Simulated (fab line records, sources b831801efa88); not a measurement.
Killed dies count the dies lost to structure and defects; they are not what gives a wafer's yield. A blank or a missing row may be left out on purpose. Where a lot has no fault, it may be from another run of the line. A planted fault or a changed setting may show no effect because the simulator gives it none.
fab line records | flow sky130
record: lots: 14 | wafers: 42 | last-day: 50
route steps=708 shown VT_ADJUST_HVTR@135 VT_ADJUST_PCH@152 SONOS_TUNNEL@161 SONOS_ONO@183
lots with no fault: from the same line, run without faults
start-h: the number of hours between the record's first day and the start of the first shown wafer of the lot | wait-h: time in hours since the lot's previous step | " unchanged from the row above | L1.1+2: several wafers, shown together as one row | - either no value or no given start | * or withheld: withheld | < > ~ a bound
route shown NAME@n: a module of which the file shows steps, and the number in the route of the first | usual: the fault-free wafers' mean and standard deviation | same: alike in all rows | chamber/n: place in a boat | sites: readings site by site | _std_site: their standard deviation | _edge_site: outer sites' mean less inner sites' | radius-mm: how far each site lies from the wafer's centre | mask NAME#n: copy n | behind: the last tool/chamber to shape the wafer | hold: the reason the lot was held/the length of the hold in hours/how it ended | device: the n, p or np transistor that did not switch | end of line: the same wafers' tests at the end of the route | a step without rows: its recipe alone | killed: at the first sort, the dies lost to defects and structure; wafer yield is something else | map: per-die view of a wafer (x killed, . not killed, _ where there is no die)
set.NAME: setting as actually run; set.NAME@STEP: the setting as run at that earlier step | model.NAME: the simulator's own value behind a step, which no gauge read
one table for each step of the route and one row for each wafer, over a sample of lots
services: the hour from which a tool's chamber was out of use, counted from the record's first day as start-h (under 0 if before that day), plus the number of hours and why
== steps ==
step: SKY_VT_ADJUST_HVTR_EXPOSE_04
recipe: mask-id: HVTRM | target-cd-nm: 380 | na: 0.6 | source-shape: conventional | sigma-outer: 0.6 | dose-mj: 150
usual: exposure-dose-mJ-cm2: 149.96/0.15 | focus-offset-nm: 0.0/0.58
lot.wafer | tool             | chamber | start-h | wait-h | mask    | exposure-dose-mJ-cm2 | focus-offset-nm
L993.1    | iline-stepper-02 | 0       | 191.44  | -      | HVTRM#0 | 149.86               | -0.3
L993.2    | "                | 0       | "       | "      | HVTRM#0 | 149.80               | 0.0
L993.6    | "                | 0       | "       | "      | HVTRM#0 | 149.71               | 0.3
L994.2    | iline-stepper-01 | 0       | 201.04  | -      | HVTRM#0 | 149.74               | -1.4
L994.4    | "                | 0       | "       | "      | HVTRM#0 | 149.88               | -0.6
L994.5    | "                | 0       | "       | "      | HVTRM#0 | 149.96               | -1.0
L995.1    | iline-stepper-01 | 0       | 203.21  | -      | HVTRM#0 | 149.92               | 0.9
L995.5    | "                | 0       | "       | "      | HVTRM#0 | 150.05               | 0.0
L995.6    | "                | 0       | "       | "      | HVTRM#0 | 149.82               | 0.3
L996.2    | iline-stepper-01 | 0       | 213.91  | -      | HVTRM#0 | 149.81               | 0.5
L996.5    | "                | 0       | "       | "      | HVTRM#0 | 150.08               | 0.5
L996.6    | "                | 0       | "       | "      | HVTRM#0 | 149.75               | -0.5
L999.2    | iline-stepper-02 | 0       | 233.03  | -      | HVTRM#0 | 149.86               | 0.3
L999.5    | "                | 0       | "       | "      | HVTRM#0 | 149.86               | -0.7
L999.6    | "                | 0       | "       | "      | HVTRM#0 | 150.08               | -0.2
L101.2    | iline-stepper-01 | 0       | 252.66  | -      | HVTRM#0 | 149.96               | 0.2
L101.4    | "                | 0       | "       | "      | HVTRM#0 | 149.93               | -0.6
L101.6    | "                | 0       | "       | "      | HVTRM#0 | 150.11               | 0.7
L102.2    | iline-stepper-01 | 0       | 259.76  | -      | HVTRM#0 | 149.82               | 1.0
L102.4    | "                | 0       | "       | "      | HVTRM#0 | 150.21               | 0.4
L102.6    | "                | 0       | "       | "      | HVTRM#0 | 150.23               | 1.3
L103.2    | iline-stepper-01 | 0       | 261.36  | -      | HVTRM#0 | 149.92               | 0.4
L103.4    | "                | 0       | "       | "      | HVTRM#0 | 149.75               | 0.3
L103.6    | "                | 0       | "       | "      | HVTRM#0 | 149.90               | 0.7
L108.1    | iline-stepper-01 | 0       | 303.02  | -      | HVTRM#0 | 150.12               | 0.0
L108.2    | "                | 0       | "       | "      | HVTRM#0 | 150.11               | 0.2
L108.4    | "                | 0       | "       | "      | HVTRM#0 | 149.93               | 0.8
L109.2    | iline-stepper-01 | -       | 308.16  | -      | HVTRM#0 | -                    | -
L109.5    | "                | -       | "       | "      | HVTRM#0 | -                    | -
L109.6    | "                | -       | "       | "      | HVTRM#0 | -                    | -
L110.2    | iline-stepper-02 | -       | 315.04  | -      | HVTRM#0 | -                    | -
L110.3    | "                | -       | "       | "      | HVTRM#0 | -                    | -
L110.4    | "                | -       | "       | "      | HVTRM#0 | -                    | -
L114.3    | iline-stepper-02 | 0       | 344.48  | -      | HVTRM#0 | 150.04               | -0.8
L114.4    | "                | 0       | "       | "      | HVTRM#0 | 150.11               | -0.4
L114.5    | "                | 0       | "       | "      | HVTRM#0 | 150.05               | -0.8
L115.4    | iline-stepper-01 | 0       | 349.52  | -      | HVTRM#0 | 150.01               | 0.1
L115.5    | "                | 0       | "       | "      | HVTRM#0 | 149.98               | -0.2
L115.6    | "                | 0       | "       | "      | HVTRM#0 | 149.90               | 0.2
L116.3    | iline-stepper-02 | 0       | 360.40  | -      | HVTRM#0 | 150.06               | -0.5
L116.4    | "                | 0       | "       | "      | HVTRM#0 | 149.93               | 0.4
L116.5    | "                | 0       | "       | "      | HVTRM#0 | 149.93               | 0.9
step: SKY_VT_ADJUST_PCH_STRIP_09
recipe: chemistry: O2/N2 | power-w: 1400 | pressure-mtorr: 1500 | platen-temp-c: withheld | o2-flow-sccm: 3000 | n2-flow-sccm: 300 | overash-fraction: 0.5
usual: drypump-motor-current-A: 5.7/0.33 | oes-product-au: 0.722/0.0045 | strip-time-to-endpoint-s: 36.85/0.1
lot.wafer | tool            | chamber | start-h | wait-h | drypump-motor-current-A | oes-product-au | rf-hours-counter-h | strip-time-to-endpoint-s
L993.1    | plasma-asher-01 | 0       | 224.43  | 0.1    | 5.8                     | 0.720          | 39                 | 36.76
L993.2    | "               | 1       | "       | "      | 5.2                     | 0.726          | 39                 | 36.83
L993.6    | "               | 0       | "       | "      | 5.8                     | 0.719          | -                  | 36.83
L994.2    | plasma-asher-01 | 0       | 234.95  | 0.1    | 5.8                     | 0.722          | 40                 | 36.80
L994.4    | "               | 0       | "       | "      | 5.8                     | 0.723          | -                  | 36.86
L994.5    | "               | 1       | "       | "      | 5.2                     | 0.723          | -                  | 36.79
L995.1    | plasma-asher-03 | 1       | 237.01  | 0.1    | 6.1                     | 0.725          | 55                 | 36.91
L995.5    | "               | 0       | "       | "      | 5.6                     | 0.715          | -                  | 36.70
L995.6    | "               | 1       | "       | "      | 6.1                     | 0.721          | -                  | 36.83
L996.2    | plasma-asher-01 | 0       | 248.56  | 0.1    | 5.8                     | 0.718          | 42                 | 36.97
L996.5    | "               | 1       | "       | "      | 5.1                     | 0.728          | -                  | 36.95
L996.6    | "               | 0       | "       | "      | 5.8                     | 0.726          | -                  | 36.84
L999.2    | plasma-asher-02 | 0       | 268.13  | 0.1    | 5.5                     | 0.714          | 15                 | 36.68
L999.5    | "               | 1       | "       | "      | 6.1                     | 0.717          | -                  | 36.72
L999.6    | "               | 0       | "       | "      | 5.5                     | 0.731          | -                  | 36.69
L101.2    | plasma-asher-01 | 0       | 289.70  | 0.1    | 5.8                     | 0.720          | 45                 | 36.71
L101.4    | "               | 1       | "       | "      | 5.2                     | 0.729          | -                  | 36.78
L101.6    | "               | 1       | "       | "      | 5.2                     | 0.724          | -                  | 36.61
L102.2    | plasma-asher-03 | 0       | 297.73  | 0.1    | 5.6                     | 0.718          | 61                 | 36.89
L102.4    | "               | 1       | "       | "      | 6.1                     | 0.724          | -                  | 36.88
L102.6    | "               | 0       | "       | "      | 5.6                     | 0.716          | -                  | 36.84
L103.2    | plasma-asher-01 | 0       | 299.36  | 0.1    | 5.8                     | 0.721          | 46                 | 36.98
L103.4    | "               | 0       | "       | "      | 5.8                     | 0.720          | -                  | 36.90
L103.6    | "               | 1       | "       | "      | 5.1                     | 0.722          | -                  | 36.94
L108.1    | plasma-asher-02 | 0       | 343.33  | 0.1    | 5.5                     | 0.730          | 21                 | 36.75
L108.2    | "               | 1       | "       | "      | 6.1                     | 0.726          | 21                 | 36.86
L108.4    | "               | 0       | "       | "      | 5.5                     | 0.716          | -                  | 36.71
L109.2    | plasma-asher-01 | 0       | 348.86  | 0.1    | 5.8                     | 0.727          | 51                 | 36.75
L109.5    | "               | 1       | "       | "      | 5.2                     | 0.724          | -                  | 36.92
L109.6    | "               | 0       | "       | "      | 5.8                     | 0.721          | -                  | 36.83
L110.2    | plasma-asher-03 | 0       | 356.80  | 0.1    | 5.6                     | 0.730          | 68                 | 36.88
L110.3    | "               | 0       | "       | "      | 5.6                     | 0.728          | -                  | 36.89
L110.4    | "               | 1       | "       | "      | 6.1                     | 0.721          | -                  | 36.77
L114.3    | plasma-asher-03 | 0       | 386.80  | 0.1    | 5.6                     | 0.723          | -                  | 36.81
L114.4    | "               | 1       | "       | "      | 6.0                     | 0.723          | -                  | 36.92
L114.5    | "               | 0       | "       | "      | 5.6                     | 0.721          | -                  | 36.94
L115.4    | plasma-asher-03 | 0       | 391.86  | 0.1    | 5.5                     | 0.725          | -                  | 36.85
L115.5    | "               | 0       | "       | "      | 5.5                     | 0.725          | -                  | 36.82
L115.6    | "               | 1       | "       | "      | 6.1                     | 0.722          | -                  | 36.87
L116.3    | plasma-asher-03 | 0       | 403.01  | 0.1    | 5.5                     | 0.735          | -                  | 36.75
L116.4    | "               | 1       | "       | "      | 6.0                     | 0.725          | -                  | 36.79
L116.5    | "               | 0       | "       | "      | 5.6                     | 0.715          | -                  | 36.67
step: SKY_SONOS_TUNNEL_CD_MEAS_07
recipe: target-cd-nm: 410
usual: cd-nm: 410.4/2.2
lot.wafer | tool      | chamber | start-h | wait-h | cd-nm
L993.1    | cd-sem-02 | -       | 247.38  | 0.1    | 410.5
L993.2    | "         | -       | "       | "      | 410.0
L993.6    | "         | -       | "       | "      | 412.9
L994.2    | cd-sem-01 | -       | 257.93  | 0.1    | 409.3
L994.4    | "         | -       | "       | "      | 409.6
L994.5    | "         | -       | "       | "      | 408.4
L995.1    | cd-sem-02 | -       | 260.74  | 0.1    | 405.5
L995.5    | "         | -       | "       | "      | 409.5
L995.6    | "         | -       | "       | "      | 408.4
L996.2    | cd-sem-02 | -       | 273.33  | 0.1    | 407.7
L996.5    | "         | -       | "       | "      | 407.1
L996.6    | "         | -       | "       | "      | 404.5
L999.2    | cd-sem-01 | -       | 292.70  | 0.1    | 412.4
L999.5    | "         | -       | "       | "      | 410.4
L999.6    | "         | -       | "       | "      | 410.8
L101.2    | cd-sem-01 | -       | 315.93  | 0.1    | 407.8
L101.4    | "         | -       | "       | "      | 406.4
L101.6    | "         | -       | "       | "      | 408.8
L102.2    | cd-sem-02 | -       | 323.73  | 0.1    | 409.7
L102.4    | "         | -       | "       | "      | 408.4
L102.6    | "         | -       | "       | "      | 410.4
L103.2    | cd-sem-01 | -       | 326.06  | 0.1    | 413.7
L103.4    | "         | -       | "       | "      | 413.4
L103.6    | "         | -       | "       | "      | 411.7
L108.1    | cd-sem-01 | -       | 371.08  | 0.1    | 409.9
L108.2    | "         | -       | "       | "      | 411.0
L108.4    | "         | -       | "       | "      | 408.0
L109.2    | cd-sem-02 | -       | 376.88  | 0.1    | 415.3
L109.5    | "         | -       | "       | "      | 411.9
L109.6    | "         | -       | "       | "      | 414.3
L110.2    | cd-sem-01 | -       | 385.23  | 0.1    | 410.1
L110.3    | "         | -       | "       | "      | 408.2
L110.4    | "         | -       | "       | "      | 409.0
L114.3    | cd-sem-02 | -       | 416.45  | 0.1    | 408.9
L114.4    | "         | -       | "       | "      | 410.3
L114.5    | "         | -       | "       | "      | 410.7
L115.4    | cd-sem-01 | -       | 420.97  | 0.1    | 411.9
L115.5    | "         | -       | "       | "      | 412.6
L115.6    | "         | -       | "       | "      | 411.8
L116.3    | cd-sem-02 | -       | 431.92  | 0.1    | 414.8
L116.4    | "         | -       | "       | "      | 414.6
L116.5    | "         | -       | "       | "      | 413.4
step: SKY_SONOS_ONO_ETCH_15
recipe: target-depth-nm: 19.52 | chemistry: CHF3/O2 | source-w: 600 | bias-w: 200 | pressure-mtorr: 40 | chf3-flow-sccm: 50 | O2_flow_sccm: 5 | time-s: 7.8
usual: drypump-motor-current-A: 5.5/0.41 | oes-product-au: 0.996/0.0094 | throttle-valve-pct: 8.824/0.0088
lot.wafer | tool        | chamber | start-h | wait-h | drypump-motor-current-A | oes-product-au | rf-hours-counter-h | throttle-valve-pct
L993.1    | rie-diel-01 | 2       | 278.25  | 0.0    | 5.2                     | 1.008          | 10                 | 8.825
L993.2    | "           | 0       | "       | "      | 5.2                     | 1.000          | 11                 | 8.819
L993.6    | "           | 1       | "       | "      | 6.6                     | 0.992          | -                  | 8.829
L994.2    | rie-diel-01 | 3       | 287.48  | 0.0    | 5.2                     | 1.010          | 82                 | 8.822
L994.4    | "           | 1       | "       | "      | 6.6                     | 0.994          | 24                 | 8.822
L994.5    | "           | 1       | "       | "      | 6.6                     | 0.989          | -                  | 8.819
L995.1    | rie-diel-02 | 3       | 290.18  | 0.0    | 5.8                     | 0.997          | 101                | 8.816
L995.5    | "           | 1       | "       | "      | 6.0                     | 0.998          | -                  | 8.828
L995.6    | "           | 2       | "       | "      | 5.5                     | 0.975          | -                  | 8.823
L996.2    | rie-diel-01 | 2       | 304.10  | 0.0    | 5.2                     | 0.994          | 11                 | 8.834
L996.5    | "           | 3       | "       | "      | 5.2                     | 1.012          | -                  | 8.825
L996.6    | "           | 0       | "       | "      | 5.2                     | 1.003          | -                  | 8.810
L999.2    | rie-diel-04 | 3       | 325.55  | 0.0    | 5.2                     | 0.993          | 7                  | 8.816
L999.5    | "           | 2       | "       | "      | 5.3                     | 0.979          | -                  | 8.829
L999.6    | "           | 3       | "       | "      | 5.1                     | 0.997          | -                  | 8.809
L101.2    | rie-diel-01 | 1       | 350.13  | 0.0    | 6.6                     | 0.977          | 26                 | 8.835
L101.4    | "           | 2       | "       | "      | 5.2                     | 0.998          | 12                 | 8.835
L101.6    | "           | 0       | "       | "      | 5.2                     | 0.986          | -                  | 8.822
L102.2    | rie-diel-02 | 2       | 355.65  | 0.0    | 5.5                     | 0.983          | 7                  | 8.823
L102.4    | "           | 0       | "       | "      | 5.2                     | 1.011          | 67                 | 8.820
L102.6    | "           | 0       | "       | "      | 5.2                     | 0.998          | -                  | 8.825
L103.2    | rie-diel-02 | 0       | 360.13  | 0.0    | 5.2                     | 0.997          | 67                 | 8.817
L103.4    | "           | 3       | "       | "      | 5.8                     | 1.000          | 102                | 8.821
L103.6    | "           | 0       | "       | "      | 5.2                     | 1.002          | -                  | 8.818
L108.1    | rie-diel-01 | 3       | 411.00  | 0.0    | 5.2                     | 1.014          | 85                 | 8.829
L108.2    | "           | 1       | "       | "      | 6.6                     | 0.991          | 27                 | 8.828
L108.4    | "           | 0       | "       | "      | 5.2                     | 1.001          | 14                 | 8.824
L109.2    | rie-diel-04 | 2       | 412.68  | 0.0    | 5.2                     | 0.995          | 2                  | 8.856
L109.5    | "           | 1       | "       | "      | 5.6                     | 0.999          | -                  | 8.825
L109.6    | "           | 2       | "       | "      | 5.2                     | 0.998          | -                  | 8.812
L110.2    | rie-diel-02 | 2       | 421.55  | 0.0    | 5.5                     | 0.983          | 8                  | 8.818
L110.3    | "           | 1       | "       | "      | 6.0                     | 0.996          | 75                 | 8.839
L110.4    | "           | 0       | "       | "      | 5.2                     | 1.006          | -                  | 8.827
L114.3    | rie-diel-04 | 0       | 455.53  | 0.0    | 5.7                     | 0.988          | 43                 | 8.822
L114.4    | "           | 1       | "       | "      | 5.6                     | 1.010          | 4                  | 8.847
L114.5    | "           | 1       | "       | "      | 5.6                     | 1.003          | -                  | 8.826
L115.4    | rie-diel-04 | 1       | 464.60  | 0.0    | 5.6                     | 1.002          | 4                  | 8.821
L115.5    | "           | 2       | "       | "      | 5.2                     | 0.982          | -                  | 8.825
L115.6    | "           | 1       | "       | "      | 5.6                     | 0.993          | -                  | 8.826
L116.3    | rie-diel-01 | 0       | 469.13  | 0.0    | 5.2                     | 1.011          | 15                 | 8.823
L116.4    | "           | 1       | "       | "      | 6.6                     | 0.991          | 28                 | 8.825
L116.5    | "           | 0       | "       | "      | 5.2                     | 1.002          | -                  | 8.831
== services ==
tool             | chamber | start-h | hours | kind
rie-diel-02      | -       | 168.10  | 0.8   | repair
rie-diel-04      | 0       | 176.13  | 2.2   | repair
rie-diel-04      | 3       | 190.76  | 6.7   | repair
rie-diel-04      | 3       | 202.57  | 3.2   | repair
rie-diel-04      | 2       | 227.86  | 5.9   | repair
rie-diel-04      | 1       | 248.49  | 7.5   | repair
rie-diel-02      | -       | 250.31  | 14.6  | pm
iline-stepper-02 | -       | 257.03  | 8.9   | pm
rie-diel-01      | 0       | 257.20  | 1.8   | repair
plasma-asher-01  | -       | 267.82  | 7.5   | repair
iline-stepper-01 | -       | 270.38  | 10.7  | repair
iline-stepper-02 | -       | 296.44  | 1.7   | pm
iline-stepper-02 | -       | 305.75  | 2.1   | repair
rie-diel-01      | 2       | 322.83  | 5.8   | repair
rie-diel-01      | 3       | 323.58  | 5.3   | repair
iline-stepper-01 | -       | 331.14  | 8.9   | pm
rie-diel-01      | -       | 333.34  | 0.2   | repair
plasma-asher-03  | -       | 344.08  | 1.0   | repair
plasma-asher-03  | -       | 357.29  | 2.8   | pm
plasma-asher-01  | -       | 357.34  | 2.8   | pm
iline-stepper-01 | -       | 360.78  | 1.7   | pm
plasma-asher-01  | -       | 365.21  | 2.3   | repair
iline-stepper-01 | -       | 394.68  | 4.4   | pm
plasma-asher-03  | -       | 421.25  | 9.0   | pm
== key ==
first-sign: step: SKY_VT_ADJUST_HVTR_EXPOSE_04 | reading: tool-record | direction: missing
effect none on later readings
met-at SKY_VT_ADJUST_HVTR_EXPOSE_04
struck-lots L109,L110
sort-left-out L109.2,L109.5,L109.6,L110.2,L110.3,L110.4
tester-left-out L109,L110
not-acting-at SKY_VT_ADJUST_PCH_STRIP_09,SKY_SONOS_TUNNEL_CD_MEAS_07,SKY_SONOS_ONO_ETCH_15
onset-between 303.02 308.16
fault: kind: skipped-step-whole | tool: iline-stepper-01,iline-stepper-02 | chamber: - | onset-h: 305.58 | steps: SKY_VT_ADJUST_HVTR_EXPOSE_04 | scope: struck-lots-only
tester-left-out: of these lots the tester's yield and bins aren't shown, on N5 and GAA mostly nor the transistor test; their killed dies are dies lost to structure and defects alone, not to doping, threshold or leakage, so they don't give the yield
sort-left-out: the simulated sort isn't trusted on such a fault, so these wafers' sort isn't shown, and their yield isn't known
